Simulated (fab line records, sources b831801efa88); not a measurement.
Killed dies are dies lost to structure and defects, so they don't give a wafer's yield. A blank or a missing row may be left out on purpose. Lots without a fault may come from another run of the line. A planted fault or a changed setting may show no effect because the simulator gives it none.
Chamber matching | flow sky130 | SKY_VIA4_HDPCVD_00 on hdpcvd-01: 3 sister chambers
The step deposits SiO2, target thk 1750 nm, time 291.7 s. 3 wafers are shown with their chamber, then 8 later ones without.

WAFERS WITH THEIR CHAMBER
wafer  | chamber | run_length_s (s)
L858.4 | 0       | 320.2
L858.6 | 1       | 319.4
L859.1 | 2       | 320.7

WAFERS WITHOUT THEIR CHAMBER
wafer  | run_length_s (s)
L859.2 | 319.7
L859.4 | 320.0
L860.3 | 320.1
L860.4 | 320.1
L860.5 | 319.5
L861.2 | 320.3
L861.4 | 319.5
L861.6 | 320.1

WHICH CHAMBER EACH WENT THROUGH
wafer  | from the rows above     | in truth
L859.2 | can't be placed: 1 or 0 | 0
L859.4 | 0                       | 0
L860.3 | 0                       | 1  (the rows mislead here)
L860.4 | 0                       | 0
L860.5 | 1                       | 1
L861.2 | can't be placed: 0 or 2 | 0
L861.4 | 1                       | 1
L861.6 | 0                       | 0
Placed correctly: 5 of 8. Can't be placed from these rows: 2 (the true chamber is among the candidates in 2). Placed wrongly: 1.
How it was worked out, from the rows above alone: a wafer's distance from a chamber is the root of the sum, over the readings, of the square of ((its reading less the chamber's mean) divided by the reading's scatter). The wafer belongs to the nearest chamber; if the next one is less than 2 further off, it can't be placed. A chamber's mean is the mean of its shown wafers. The scatter: with one shown wafer a chamber, the root of the mean of the squares of how far each hidden wafer lies from its nearest shown one.
